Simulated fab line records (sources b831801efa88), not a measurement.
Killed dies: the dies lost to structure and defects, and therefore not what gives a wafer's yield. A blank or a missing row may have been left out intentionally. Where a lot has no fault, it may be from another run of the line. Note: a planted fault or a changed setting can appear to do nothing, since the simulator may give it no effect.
fab line records	flow sky130
record: lots: 5	wafers: 15	last_day: 50
route steps=708 shown LDD_HVP@281 LDD_LDN@289 SPACER@304 POLY_CUT@307 SD_P@320 RES_XHIGH@341 PAD_OPEN@708
lots with no fault: from the same line, run without faults
start_h: hours from the record's opening day to when the first of the lot's shown wafers began	wait_h: hours since the lot's step before	" same as the row above	L1.1+2: a single row standing in for several wafers	- value missing, or start not given	* or withheld: withheld	< > ~ a bound
route shown NAME@n: NAME is a module with steps in the file, n the number in the route of the first one	usual: mean/standard deviation of fault-free wafers	same: alike in all rows	chamber/n: place in a boat	sites: per-site readings	_std_site: standard deviation across them	_edge_site: outer sites' mean less inner sites'	radius_mm: for every site, how far away it sits from the centre of the wafer	mask NAME#n: copy n	behind: the most recent tool/chamber to have shaped the wafer	hold: reason for holding the lot/hours on hold/outcome of the hold	device: transistor that didn't switch, given as n, p or np	end of line: tests of these same wafers at the route's end	where a step has no rows: the recipe by itself	killed: dies that structure and defects cost at the first sort, which is not the same as the wafer's yield	map: the dies of a wafer, with x for killed, . for not killed, _ for no die there
set.NAME: the setting that was run; set.NAME@STEP: the one run at that earlier step	model.NAME: the simulator's own value behind a step, which no gauge read
certain route steps with their lots: each step a table, each wafer a row
services: from which hour (start_h, from the record's first day; less than 0 if before it) a tool's chamber was out of use, for how many hours, and why
== steps ==
step: SKY_LDD_HVP_SOFTBAKE_03
recipe: temp_c: 90	time_s: 60	resist: NOVOLAK
step: SKY_LDD_HVP_EXPOSE_04
recipe: mask_id: HVPTM	na: 0.6	source_shape: conventional	sigma_outer: 0.6	polarization: unpolarized	target_cd_nm: 700	dose_mj: 86
step: SKY_LDD_HVP_PEB_05
recipe: temp_c: withheld	time_s: *	resist: NOVOLAK
step: SKY_LDD_HVP_DEVELOP_06
recipe: resist: NOVOLAK	developer: TMAH	develop_time_s: 60	dev_temp_c: 23
step: SKY_LDD_HVP_OVL_MEAS_07
usual: LDD_HVP_OVL: 0.7/1.3
lot.wafer	tool	chamber	start_h	wait_h	LDD_HVP_OVL[nm]
L330.3	overlay-02	-	582.58	0.1	-0.8
L330.4	"	-	"	"	0.1
L330.6	"	-	"	"	1.4
L332.3	overlay-01	-	601.16	0.1	0.3
L332.4	"	-	"	"	0.0
L332.5	"	-	"	"	0.9
L336.2	overlay-02	-	624.42	0.1	-0.1
L336.3	"	-	"	"	0.4
L336.4	"	-	"	"	1.9
L342.1	overlay-02	-	680.21	0.1	0.2
L342.3	"	-	"	"	0.1
L342.6	"	-	"	"	0.8
L345.2	overlay-01	-	690.92	0.1	3.6
L345.5	"	-	"	"	3.8
L345.6	"	-	"	"	3.1
step: SKY_LDD_HVP_IMPLANT_08
recipe: species: B	energy_kev: 20	dose_cm2: 1.7e+13	tilt_deg: 17.9
step: SKY_LDD_HVP_STRIP_09
recipe: chemistry: O2/N2	power_w: 1400	pressure_mtorr: 1500	platen_temp_c: withheld	o2_flow_sccm: 3000	n2_flow_sccm: 300	overash_fraction: 0.5
usual: drypump_motor_current_A: 5.7/0.35	oes_product_au: 0.410/0.0047	strip_time_to_endpoint_s: 4.134/0.015
lot.wafer	tool	chamber	start_h	wait_h	drypump_motor_current_A	oes_product_au	rf_hours_counter_h	strip_time_to_endpoint_s
L330.3	plasma_asher-01	1	582.79	0.1	5.3	0.411	-	4.143
L330.4	"	0	"	"	6.1	0.405	-	4.140
L330.6	"	0	"	"	6.1	0.408	-	4.153
L332.3	plasma_asher-04	0	601.37	0.1	5.9	0.409	-	4.117
L332.4	"	1	"	"	5.3	0.402	-	4.143
L332.5	"	0	"	"	5.9	0.400	-	4.130
L336.2	plasma_asher-03	0	624.60	0.1	5.9	0.401	81	4.122
L336.3	"	0	"	"	6.0	0.406	-	4.126
L336.4	"	1	"	"	5.6	0.412	-	4.127
L342.1	plasma_asher-03	0	680.40	0.1	6.0	0.410	89	4.136
L342.3	"	1	"	"	5.6	0.409	-	4.164
L342.6	"	1	"	"	5.6	0.410	-	4.149
L345.2	plasma_asher-04	0	691.10	0.1	5.9	0.412	96	4.104
L345.5	"	1	"	"	5.2	0.411	-	4.111
L345.6	"	0	"	"	5.9	0.413	-	4.089
step: SKY_LDD_HVP_TW_MEAS_10
usual: LDD_HVP_TW: 457/5.3
lot.wafer	tool	chamber	start_h	wait_h	LDD_HVP_TW
L330.3	film_metro-04	-	582.87	0.1	460
L330.4	"	-	"	"	457
L330.6	"	-	"	"	461
L332.3	film_metro-04	-	601.46	0.1	464
L332.4	"	-	"	"	462
L332.5	"	-	"	"	464
L336.2	film_metro-01	-	624.71	0.1	450
L336.3	"	-	"	"	449
L336.4	"	-	"	"	452
L342.1	film_metro-04	-	680.50	0.1	462
L342.3	"	-	"	"	464
L342.6	"	-	"	"	463
L345.2	film_metro-01	-	691.21	0.1	453
L345.5	"	-	"	"	451
L345.6	"	-	"	"	450
step: SKY_LDD_LDN_DEHYDRATE_00
recipe: temp_c: 200	time_s: 60
step: SKY_LDD_LDN_HMDS_01
recipe: prime_time_s: 60	prime_temp_c: 120
step: SKY_LDD_LDN_COAT_02
recipe: resist: NOVOLAK	spin_rpm: 3000	resist_thk_nm: 1140
step: SKY_LDD_LDN_SOFTBAKE_03
recipe: temp_c: 90	time_s: 60	resist: NOVOLAK
step: SKY_LDD_LDN_EXPOSE_04
recipe: mask_id: LDNTM	na: 0.6	source_shape: conventional	sigma_outer: 0.6	polarization: unpolarized	target_cd_nm: 700	dose_mj: 140
usual: exposure_dose_mJ_cm2: 139.95/0.14
same: na: 0.6
lot.wafer	tool	chamber	start_h	wait_h	mask	exposure_dose_mJ_cm2
L330.3	iline_stepper-02	0	598.30	-	LDNTM#0	140.17
L330.4	"	0	"	"	LDNTM#0	139.87
L330.6	"	0	"	"	LDNTM#0	140.05
L332.3	iline_stepper-01	0	616.47	-	LDNTM#0	140.03
L332.4	"	0	"	"	LDNTM#0	139.85
L332.5	"	0	"	"	LDNTM#0	139.76
L336.2	iline_stepper-01	0	639.05	-	URPM#0	140.18
L336.3	"	0	"	"	URPM#0	139.99
L336.4	"	0	"	"	URPM#0	140.27
L342.1	iline_stepper-01	0	694.93	-	LDNTM#0	139.87
L342.3	"	0	"	"	LDNTM#0	139.83
L342.6	"	0	"	"	LDNTM#0	139.72
L345.2	iline_stepper-02	0	704.98	-	LDNTM#0	139.93
L345.5	"	0	"	"	LDNTM#0	140.01
L345.6	"	0	"	"	LDNTM#0	139.98
step: SKY_LDD_LDN_PEB_05
recipe: temp_c: withheld	time_s: *	resist: NOVOLAK
step: SKY_LDD_LDN_DEVELOP_06
recipe: resist: NOVOLAK	developer: TMAH	develop_time_s: 60	dev_temp_c: 23
step: SKY_LDD_LDN_OVL_MEAS_07
usual: LDD_LDN_OVL: -0.4/1.1
lot.wafer	tool	chamber	start_h	wait_h	LDD_LDN_OVL[nm]
L330.3	overlay-01	-	612.12	0.1	-0.4
L330.4	"	-	"	"	-1.5
L330.6	"	-	"	"	-0.1
L332.3	overlay-01	-	630.61	0.1	0.2
L332.4	"	-	"	"	-0.6
L332.5	"	-	"	"	2.0
L336.2	overlay-02	-	653.32	0.1	-
L336.3	"	-	"	"	-
L336.4	"	-	"	"	-
L342.1	overlay-01	-	708.21	0.1	0.4
L342.3	"	-	"	"	-0.2
L342.6	"	-	"	"	-1.7
L345.2	overlay-01	-	718.67	0.1	0.2
L345.5	"	-	"	"	-1.4
L345.6	"	-	"	"	-1.2
step: SKY_LDD_LDN_IMPLANT_08
recipe: species: As	energy_kev: 15	dose_cm2: 1.25e+13	tilt_deg: withheld	rotation_deg: 23
step: SKY_LDD_LDN_IMPLANT_09
recipe: species: As	energy_kev: 15	dose_cm2: 1.25e+13	tilt_deg: withheld	rotation_deg: 113
step: SKY_LDD_LDN_IMPLANT_10
recipe: species: As	energy_kev: 15	dose_cm2: 1.25e+13	tilt_deg: withheld	rotation_deg: 203
step: SKY_LDD_LDN_IMPLANT_11
recipe: species: As	energy_kev: 15	dose_cm2: 1.25e+13	tilt_deg: withheld	rotation_deg: 293
step: SKY_LDD_LDN_STRIP_12
recipe: chemistry: O2/N2	power_w: 1400	pressure_mtorr: 1500	platen_temp_c: withheld	o2_flow_sccm: 3000	n2_flow_sccm: 300	overash_fraction: 0.5
usual: drypump_motor_current_A: 6.0/0.36	oes_product_au: 0.716/0.0045	strip_time_to_endpoint_s: 14.20/0.039
lot.wafer	tool	chamber	start_h	wait_h	drypump_motor_current_A	oes_product_au	rf_hours_counter_h	strip_time_to_endpoint_s
L330.3	plasma_asher-02	0	612.78	0.1	6.5	0.705	-	14.18
L330.4	"	1	"	"	5.8	0.718	-	14.24
L330.6	"	1	"	"	5.8	0.712	-	14.27
L332.3	plasma_asher-03	1	631.27	0.1	5.6	0.712	-	14.15
L332.4	"	0	"	"	6.0	0.714	-	14.15
L332.5	"	0	"	"	5.9	0.709	-	14.17
L336.2	plasma_asher-03	1	653.95	0.1	5.6	0.719	85	14.19
L336.3	"	0	"	"	5.9	0.721	-	14.12
L336.4	"	1	"	"	5.6	0.710	-	14.20
L342.1	plasma_asher-01	1	708.85	0.1	5.3	0.718	24	14.27
L342.3	"	0	"	"	6.1	0.711	-	14.21
L342.6	"	0	"	"	6.1	0.719	-	14.23
L345.2	plasma_asher-02	0	719.30	0.1	6.5	0.722	62	14.17
L345.5	"	0	"	"	6.5	0.723	-	14.18
L345.6	"	1	"	"	5.8	0.712	-	14.12
step: SKY_LDD_LDN_TW_MEAS_13
usual: LDD_LDN_TW: 1487/9.9
lot.wafer	tool	chamber	start_h	wait_h	LDD_LDN_TW
L330.3	film_metro-03	-	612.87	0.1	1480
L330.4	"	-	"	"	1487
L330.6	"	-	"	"	1481
L332.3	film_metro-03	-	631.36	0.1	1481
L332.4	"	-	"	"	1469
L332.5	"	-	"	"	1477
L336.2	film_metro-04	-	654.05	0.1	30
L336.3	"	-	"	"	31
L336.4	"	-	"	"	30
L342.1	film_metro-02	-	708.95	0.1	1487
L342.3	"	-	"	"	1493
L342.6	"	-	"	"	1486
L345.2	film_metro-02	-	719.41	0.1	1481
L345.5	"	-	"	"	1482
L345.6	"	-	"	"	1488
step: SKY_LDD_LDN_CLEAN_14
recipe: chemistry: SC1/SC2	mix: 1:4:20	temp_c: 70	time_s: 150	dry: n2_spin
step: SKY_SPACER_CVD_00
recipe: material: Si3N4	precursor: DCS/NH3	target_thk_nm: 43.1	temp_c: 770	time_s: 740	pressure_mtorr: 250
step: SKY_SPACER_THK_MEAS_01
recipe: reads: Si3N4_of_SPACER_CVD_00
usual: SPACER_CVD_00_THK: 43.1/0.39
lot.wafer	tool	chamber	start_h	wait_h	SPACER_CVD_00_THK[nm]
L330.3	film_metro-01	-	614.71	0.0	42.1
L330.4	"	-	"	"	42.8
L330.6	"	-	"	"	42.3
L332.3	film_metro-01	-	635.23	0.0	43.2
L332.4	"	-	"	"	43.4
L332.5	"	-	"	"	43.8
L336.2	film_metro-01	-	656.26	0.0	42.6
L336.3	"	-	"	"	42.8
L336.4	"	-	"	"	43.4
L342.1	film_metro-04	-	710.81	0.0	42.9
L342.3	"	-	"	"	42.5
L342.6	"	-	"	"	42.2
L345.2	film_metro-02	-	721.80	0.0	43.5
L345.5	"	-	"	"	43.5
L345.6	"	-	"	"	43.3
step: SKY_SPACER_ETCHBACK_02
recipe: chemistry: CH3F/O2	target: Si3N4	stop_on: SiO2	source_w: 400	bias_w: 80	pressure_mtorr: 25	ch3f_flow_sccm: 40	O2_flow_sccm: 30	time_s: 46.7	target_depth_a: 450
usual: drypump_motor_current_A: 5.74/0.29	oes_product_au: 0.854/0.0059	throttle_valve_pct: 10.562/0.009
lot.wafer	tool	chamber	start_h	wait_h	drypump_motor_current_A	oes_product_au	rf_hours_counter_h	throttle_valve_pct
L330.3	rie_diel-01	0	614.75	0.0	5.87	0.847	7	10.545
L330.4	"	1	"	"	5.81	0.849	9	10.551
L330.6	"	2	"	"	5.76	0.848	-	10.560
L332.3	rie_diel-01	0	635.27	0.0	5.87	0.858	8	10.552
L332.4	"	2	"	"	5.77	0.846	14	10.548
L332.5	"	1	"	"	5.80	0.862	-	10.580
L336.2	rie_diel-02	3	656.31	0.0	5.65	0.849	5	10.557
L336.3	"	0	"	"	5.31	0.851	7	10.567
L336.4	"	2	"	"	6.02	0.851	19	10.556
L342.1	rie_diel-02	0	710.87	0.1	5.30	0.857	8	10.568
L342.3	"	1	"	"	6.25	0.845	9	10.563
L342.6	"	1	"	"	6.25	0.835	-	10.568
L345.2	rie_diel-01	1	721.85	0.0	5.81	0.860	11	10.560
L345.5	"	0	"	"	5.89	0.854	-	10.562
L345.6	"	1	"	"	5.80	0.860	-	10.562
step: SKY_POLY_CUT_DEHYDRATE_00
recipe: temp_c: 200	time_s: 60
step: SKY_POLY_CUT_HMDS_01
recipe: prime_time_s: 60	prime_temp_c: 120
step: SKY_POLY_CUT_COAT_02
recipe: resist: BARC	temp_c: withheld	time_s: withheld	spin_rpm: 3000	resist_thk_nm: 60
step: SKY_POLY_CUT_COAT_03
recipe: resist: KrF-thick	spin_rpm: 3000	resist_thk_nm: 450
step: SKY_POLY_CUT_SOFTBAKE_04
recipe: temp_c: 100	time_s: 90	resist: KrF-thick
step: SKY_POLY_CUT_EXPOSE_05
recipe: mask_id: NPCM	na: 0.8	source_shape: annular	sigma_inner: 0.55	sigma_outer: 0.85	target_cd_nm: 270	dose_mj: 32
step: SKY_POLY_CUT_PEB_06
recipe: peb_temp_c: withheld	peb_time_s: withheld	resist: KrF-thick
step: SKY_POLY_CUT_DEVELOP_07
recipe: develop_time_s: 60	resist: KrF-thick	dev_temp_c: 21
step: SKY_POLY_CUT_CD_MEAS_08
recipe: target_cd_nm: 270
usual: cd_nm: 270.0/1.2
lot.wafer	tool	chamber	start_h	wait_h	cd_nm
L330.3	cd_sem-02	-	643.51	-	272.1
L330.4	"	-	"	"	271.7
L330.6	"	-	"	"	270.7
L332.3	cd_sem-01	-	663.90	-	270.6
L332.4	"	-	"	"	270.5
L332.5	"	-	"	"	270.5
L336.2	cd_sem-02	-	684.19	-	269.5
L336.3	"	-	"	"	269.7
L336.4	"	-	"	"	270.7
L342.1	cd_sem-01	-	738.17	-	267.5
L342.3	"	-	"	"	268.4
L342.6	"	-	"	"	267.8
L345.2	cd_sem-01	-	748.94	-	271.5
L345.5	"	-	"	"	271.8
L345.6	"	-	"	"	272.1
step: SKY_POLY_CUT_OVL_MEAS_09
usual: POLY_CUT_OVL: -1/5.2
lot.wafer	tool	chamber	start_h	wait_h	POLY_CUT_OVL[nm]
L330.3	overlay-01	-	643.60	0.1	-2
L330.4	"	-	"	"	-2
L330.6	"	-	"	"	0
L332.3	overlay-02	-	663.99	0.1	0
L332.4	"	-	"	"	-1
L332.5	"	-	"	"	1
L336.2	overlay-01	-	684.29	0.1	-10
L336.3	"	-	"	"	-9
L336.4	"	-	"	"	-12
L342.1	overlay-02	-	738.29	0.1	-6
L342.3	"	-	"	"	-7
L342.6	"	-	"	"	-8
L345.2	overlay-01	-	749.04	0.1	-7
L345.5	"	-	"	"	5
L345.6	"	-	"	"	-1
step: SKY_POLY_CUT_ETCH_10
recipe: chemistry: N2/H2	target: BARC	ion_energy_ev: 200	source_w: 500	bias_w: 100	pressure_mtorr: 30	n2_flow_sccm: 100	h2_flow_sccm: 200	stop_on: SiO2	time_s: 45.9	target_depth_a: 600
step: SKY_POLY_CUT_ETCH_11
recipe: target: Si3N4	chemistry: CF4/CH2F2/Ar	stop_on: poly-Si	source_w: 600	bias_w: 150	pressure_mtorr: 40	cf4_flow_sccm: 40	ch2f2_flow_sccm: 20	Ar_flow_sccm: 150	time_s: 42.5	target_depth_a: 600
usual: ch2f2_flow_sccm: 20.00/0.061	drypump_motor_current_A: 5.8/0.36	mfc_ar_sccm: 150.0/0.48	oes_product_au: 0.831/0.0062	throttle_valve_pct: 14.995/0.0084
lot.wafer	tool	chamber	start_h	wait_h	ch2f2_flow_sccm	drypump_motor_current_A	mfc_ar_sccm	oes_product_au	rf_hours_counter_h	throttle_valve_pct
L330.3	rie_diel-04	3	643.66	0.0	20.01	5.8	150.7	0.841	15	15.009
L330.4	"	2	"	"	19.99	6.3	150.2	0.827	6	14.985
L330.6	"	2	"	"	19.98	6.3	149.8	0.833	-	15.002
L332.3	rie_diel-01	2	664.06	0.0	20.10	5.8	149.9	0.827	15	14.987
L332.4	"	1	"	"	20.14	5.8	150.5	0.831	10	15.007
L332.5	"	3	"	"	20.03	5.5	150.2	0.826	-	15.006
L336.2	rie_diel-01	3	684.36	0.0	19.97	5.6	149.9	0.843	8	14.998
L336.3	"	0	"	"	19.91	5.9	150.2	0.834	9	14.992
L336.4	"	1	"	"	19.99	5.8	149.3	0.835	11	14.997
L342.1	rie_diel-04	2	738.36	0.0	20.00	6.3	150.3	0.839	9	14.998
L342.3	"	3	"	"	19.99	5.8	150.5	0.835	17	14.986
L342.6	"	0	"	"	20.10	6.0	149.5	0.837	-	15.002
L345.2	rie_diel-02	2	749.11	0.0	20.10	6.0	150.3	0.822	22	14.990
L345.5	"	2	"	"	20.03	6.0	149.9	0.828	-	15.004
L345.6	"	1	"	"	19.98	6.2	149.8	0.815	-	14.999
step: SKY_POLY_CUT_STRIP_12
recipe: chemistry: O2/N2	power_w: 1400	pressure_mtorr: 1500	platen_temp_c: withheld	o2_flow_sccm: 3000	n2_flow_sccm: 300	overash_fraction: 0.5
usual: drypump_motor_current_A: 5.9/0.45	oes_product_au: 0.453/0.0047	strip_time_to_endpoint_s: 5.358/0.022
lot.wafer	tool	chamber	start_h	wait_h	drypump_motor_current_A	oes_product_au	rf_hours_counter_h	strip_time_to_endpoint_s
L330.3	plasma_asher-02	1	643.74	0.1	5.8	0.453	-	5.359
L330.4	"	0	"	"	6.5	0.451	-	5.361
L330.6	"	0	"	"	6.5	0.462	-	5.373
L332.3	plasma_asher-02	1	664.13	0.1	5.8	0.450	-	5.378
L332.4	"	0	"	"	6.5	0.451	-	5.377
L332.5	"	1	"	"	5.9	0.452	-	5.364
L336.2	plasma_asher-02	0	684.40	0.0	6.5	0.448	58	5.333
L336.3	"	0	"	"	6.5	0.459	-	5.357
L336.4	"	1	"	"	5.8	0.451	-	5.349
L342.1	plasma_asher-02	0	738.40	0.0	6.5	0.450	64	5.344
L342.3	"	1	"	"	5.8	0.458	-	5.382
L342.6	"	0	"	"	6.5	0.449	-	5.371
L345.2	plasma_asher-02	1	749.15	0.0	5.8	0.451	65	5.334
L345.5	"	0	"	"	6.5	0.450	-	5.345
L345.6	"	1	"	"	5.8	0.446	-	5.337
step: SKY_SD_P_DEHYDRATE_00
recipe: temp_c: 200	time_s: 60
step: SKY_SD_P_HMDS_01
recipe: prime_time_s: 60	prime_temp_c: 120
step: SKY_SD_P_COAT_02
recipe: resist: NOVOLAK	spin_rpm: 3000	resist_thk_nm: 1140
step: SKY_RES_XHIGH_TW_MEAS_09
usual: RES_XHIGH_TW: 1636/15
lot.wafer	tool	chamber	start_h	wait_h	RES_XHIGH_TW
L330.3	film_metro-02	-	700.02	0.1	1652
L330.4	"	-	"	"	1651
L330.6	"	-	"	"	1645
L332.3	film_metro-01	-	720.62	0.1	1621
L332.4	"	-	"	"	1617
L332.5	"	-	"	"	1610
L336.2	film_metro-02	-	740.81	0.1	1938
L336.3	"	-	"	"	1945
L336.4	"	-	"	"	1928
L342.1	film_metro-03	-	792.36	0.1	1648
L342.3	"	-	"	"	1647
L342.6	"	-	"	"	1647
L345.2	film_metro-01	-	802.41	0.1	1619
L345.5	"	-	"	"	1625
L345.6	"	-	"	"	1630
step: SKY_PAD_OPEN_PROBE_99
usual: killed_at_M0_to_M3: 43/6.8	killed_at_M4_up: 3.0/1.8	killed_at_contacts: 23/5.4	killed_at_front_end: 15/4.4	killed_at_other: 0.3/0.51	killed_dies: 85/9.2	killed_on_rim: 17/3.7	killed_open: 47/6.8	killed_short: 39/6.8
same: gross_dies: 492	killed_at_back_side: 0
lot.wafer	tool	chamber	start_h	wait_h	killed_at_M0_to_M3	killed_at_M4_up	killed_at_contacts	killed_at_front_end	killed_at_other	killed_dies	killed_on_rim	killed_open	killed_short
L330.3	prober-02	-	1134.39	0.2	35	2	17	18	2	74	16	42	32
L330.4	prober-02	-	1134.44	0.2	39	1	19	14	1	74	14	35	39
L330.6	prober-02	-	1134.54	0.2	45	3	20	11	1	80	18	45	35
L332.3	prober-01	-	1147.17	0.2	43	1	22	25	0	91	16	48	43
L332.4	prober-01	-	1147.22	0.2	38	4	26	18	0	86	20	43	43
L332.5	prober-01	-	1147.27	0.2	46	1	24	13	0	84	16	46	38
L336.2	prober-02	-	1162.83	0.1	44	5	22	420	1	492	96	53	35
L336.3	prober-02	-	1162.88	0.2	36	1	22	433	0	492	96	43	35
L336.4	prober-02	-	1162.93	0.2	37	2	23	430	0	492	96	50	38
L342.1	prober-02	-	1191.54	0.1	51	2	19	18	0	90	15	56	34
L342.3	prober-02	-	1191.64	0.2	34	0	23	21	0	78	12	45	33
L342.6	prober-02	-	1191.79	0.2	46	3	21	7	0	77	17	41	36
L345.2	prober-01	-	1199.59	0.1	41	2	26	10	0	79	15	38	41
L345.5	prober-01	-	1199.74	0.2	50	1	25	12	0	88	15	41	47
L345.6	prober-01	-	1199.79	0.2	58	2	30	13	0	103	17	49	54
killed by level:class
L330.3 POLY_GATE:geometric_particle:open=8 VIA3:geometric_particle:open=6 CONTACT:geometric_particle:open=6 METAL2:geometric_particle:short=6 VIA1:geometric_particle:short=5 METAL1:geometric_particle:short=5 VIA1:geometric_particle:open=5 LI_CONTACT:geometric_particle:open=4
L330.4 VIA2:geometric_particle:open=8 METAL1:geometric_particle:short=8 CONTACT:geometric_particle:open=6 VIA3:geometric_particle:open=6 VIA1:geometric_particle:open=6 LOCAL_INTERCONNECT:geometric_particle:short=5 CONTACT:geometric_particle:short=5 FIELD_ISO:geometric_particle:short=4
L330.6 CONTACT:geometric_particle:open=13 VIA1:geometric_particle:open=9 METAL1:geometric_particle:short=7 VIA2:geometric_particle:open=6 METAL3:geometric_particle:short=5 POLY_GATE:geometric_particle:short=4 LI_CONTACT:geometric_particle:open=4 VIA1:geometric_particle:short=4
L332.3 VIA3:geometric_particle:open=10 CONTACT:geometric_particle:short=8 POLY_GATE:geometric_particle:open=7 POLY_GATE:geometric_particle:short=6 VIA2:geometric_particle:open=6 CONTACT:geometric_particle:open=6 METAL1:geometric_particle:short=5 VIA1:geometric_particle:open=5
L332.4 VIA1:geometric_particle:open=10 CONTACT:geometric_particle:open=8 POLY_GATE:geometric_particle:short=7 CONTACT:geometric_particle:short=7 LI_CONTACT:geometric_particle:open=7 POLY_GATE:geometric_particle:open=5 METAL1:geometric_particle:short=5 METAL2:geometric_particle:short=5
L332.5 LI_CONTACT:geometric_particle:open=10 VIA2:geometric_particle:open=10 VIA1:geometric_particle:open=8 METAL1:geometric_particle:short=7 CONTACT:geometric_particle:open=6 POLY_GATE:geometric_particle:short=5 METAL3:geometric_particle:short=5 LOCAL_INTERCONNECT:geometric_particle:short=4
L336.2 LDD_LDN:area_expose=404 VIA1:geometric_particle:open=18 CONTACT:geometric_particle:open=11 VIA2:geometric_particle:open=8 FIELD_ISO:geometric_particle:short=6 FIELD_ISO:geometric_particle:open=5 LI_CONTACT:geometric_particle:open=5 VIA1:geometric_particle:short=5
L336.3 LDD_LDN:area_expose=414 VIA1:geometric_particle:open=9 LI_CONTACT:geometric_particle:open=8 CONTACT:geometric_particle:open=7 FIELD_ISO:geometric_particle:open=6 VIA1:geometric_particle:short=5 LOCAL_INTERCONNECT:geometric_particle:short=5 FIELD_ISO:geometric_particle:short=4
L336.4 LDD_LDN:area_expose=404 VIA1:geometric_particle:open=11 CONTACT:geometric_particle:open=9 FIELD_ISO:geometric_particle:short=6 CONTACT:geometric_particle:short=6 VIA1:geometric_particle:short=6 POLY_GATE:geometric_particle:open=5 VIA3:geometric_particle:open=5
L342.1 VIA1:geometric_particle:open=16 CONTACT:geometric_particle:open=11 VIA2:geometric_particle:open=7 VIA1:geometric_particle:short=6 FIELD_ISO:geometric_particle:open=5 POLY_GATE:geometric_particle:open=5 POLY_GATE:geometric_particle:short=5 LI_CONTACT:geometric_particle:open=5
L342.3 CONTACT:geometric_particle:open=8 VIA1:geometric_particle:open=7 FIELD_ISO:geometric_particle:short=6 LI_CONTACT:geometric_particle:open=5 VIA2:geometric_particle:open=5 VIA2:geometric_particle:short=5 FIELD_ISO:geometric_particle:open=4 POLY_GATE:geometric_particle:short=4
L342.6 VIA1:geometric_particle:open=9 VIA1:geometric_particle:short=8 METAL2:geometric_particle:short=8 CONTACT:geometric_particle:open=7 VIA2:geometric_particle:open=6 VIA3:geometric_particle:open=6 METAL1:geometric_particle:short=5 LI_CONTACT:geometric_particle:open=5
L345.2 METAL2:geometric_particle:short=10 CONTACT:geometric_particle:open=8 VIA1:geometric_particle:open=6 VIA3:geometric_particle:open=6 LOCAL_INTERCONNECT:geometric_particle:short=5 LI_CONTACT:geometric_particle:open=5 VIA2:geometric_particle:short=4 FIELD_ISO:geometric_particle:short=3
L345.5 LI_CONTACT:geometric_particle:open=8 METAL1:geometric_particle:short=8 CONTACT:geometric_particle:open=6 METAL3:geometric_particle:short=6 VIA2:geometric_particle:open=6 VIA3:geometric_particle:open=6 VIA1:geometric_particle:open=5 FIELD_ISO:geometric_particle:short=4
L345.6 VIA2:geometric_particle:open=12 METAL2:geometric_particle:short=11 LI_CONTACT:geometric_particle:open=9 CONTACT:geometric_particle:open=8 POLY_GATE:geometric_particle:short=7 METAL1:geometric_particle:short=7 VIA1:geometric_particle:open=7 CONTACT:geometric_particle:short=6
map L336.2 (x killed, . not)
__________xxxxxxxxxx_________
________xxxxxxxxxxxxxx_______
______xxxxxxxxxxxxxxxxxx_____
_____xxxxxxxxxxxxxxxxxxxx____
____xxxxxxxxxxxxxxxxxxxxxx___
___xxxxxxxxxxxxxxxxxxxxxxxx__
__xxxxxxxxxxxxxxxxxxxxxxxxxx_
_xxxxxxxxxxxxxxxxxxxxxxxxxxxx
_xxxxxxxxxxxxxxxxxxxxxxxxxxxx
_xxxxxxxxxxxxxxxxxxxxxxxxxxxx
_xxxxxxxxxxxxxxxxxxxxxxxxxxxx
_xxxxxxxxxxxxxxxxxxxxxxxxxxxx
_xxxxxxxxxxxxxxxxxxxxxxxxxxxx
_xxxxxxxxxxxxxxxxxxxxxxxxxxxx
_xxxxxxxxxxxxxxxxxxxxxxxxxxxx
__xxxxxxxxxxxxxxxxxxxxxxxxxx_
___xxxxxxxxxxxxxxxxxxxxxxxx__
____xxxxxxxxxxxxxxxxxxxxxx___
_____xxxxxxxxxxxxxxxxxxxx____
______xxxxxxxxxxxxxxxxxx_____
________xxxxxxxxxxxxxx_______
__________xxxxxxxxxx_________
map L332.3 (x killed, . not)
__________......x..._________
________........x..xx._______
______.................._____
_____x...........x.......____
____...........xx..xx....x___
___x.x...x.............x.x.__
__.......x.x.x..x..........._
_x..xx.x...........x..x.x.x.x
_..xx.......x.x...x...x...x..
_...x....x......x............
_.......x....x...x...x.x.....
_.....xx.x......x.....x..xx..
_....x.x..x.x...............x
_x...x.x..........xx..x...x..
_.....x....x.....x.x.....x...
__x.....x..........xx......._
___....x........x.x........__
____..x...x.xx.xx...x....x___
_____..x......x.......x..____
______..............x.x._____
________..........x..._______
__________.x...x...._________
== services ==
tool	chamber	start_h	hours	kind
rie_diel-02	2	558.86	13.4	repair
plasma_asher-04	-	571.59	4.0	repair
rie_diel-02	2	583.96	6.1	repair
iline_stepper-01	-	594.51	2.1	pm
iline_stepper-01	-	596.60	-	consumable_replace:lamp
iline_stepper-01	-	605.52	1.7	pm
iline_stepper-02	-	612.28	6.0	repair
rie_diel-04	-	623.10	0.8	repair
plasma_asher-01	-	626.74	44.3	repair
plasma_asher-04	-	633.23	1.3	repair
rie_diel-02	-	640.37	2.8	pm
plasma_asher-03	-	642.95	1.0	repair
iline_stepper-02	-	673.03	2.1	pm
iline_stepper-02	-	675.12	-	consumable_replace:lamp
iline_stepper-02	-	683.18	1.7	pm
rie_diel-04	-	683.24	2.8	pm
rie_diel-02	3	693.94	4.8	repair
iline_stepper-01	-	697.35	6.2	repair
rie_diel-01	2	700.56	2.5	repair
plasma_asher-04	-	706.14	14.7	repair
plasma_asher-04	-	733.75	9.0	pm
plasma_asher-04	0	733.75	9.0	vent_cycle
plasma_asher-04	1	733.75	9.0	vent_cycle
rie_diel-01	-	744.40	0.3	repair
== key ==
first_sign: step: SKY_LDD_LDN_EXPOSE_04	reading: mask	direction: changed
effect: step: SKY_LDD_LDN_OVL_MEAS_07	reading: LDD_LDN_OVL	direction: missing
effect: step: SKY_LDD_LDN_TW_MEAS_13	reading: LDD_LDN_TW	direction: down	sigmas: 99+	usual: 1487	struck: 30
effect: step: SKY_RES_XHIGH_TW_MEAS_09	reading: RES_XHIGH_TW	direction: up	sigmas: 20	usual: 1636	struck: 1937
effect: step: SKY_PAD_OPEN_PROBE_99	reading: killed_at_front_end	direction: up	sigmas: 93	usual: 15	struck: 428
more_kills_born_at: SKY_LDD_LDN_EXPOSE_04@iline_stepper-01: 1222
met_at SKY_LDD_LDN_EXPOSE_04
struck_wafers L336.2,L336.3,L336.4
tester_left_out L336
onset_between 616.47 639.05
fault: kind: wrong_mask	tool: any	chamber: -	onset_h: 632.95	steps: SKY_LDD_LDN_EXPOSE_04	aux_copy: URPM#0	scope: struck_lots_only
tester_left_out: of these lots the tester's yield and bins aren't shown, on N5 and GAA mostly nor the transistor test; their killed dies are dies lost to structure and defects alone, not to doping, threshold or leakage, so they don't give the yield
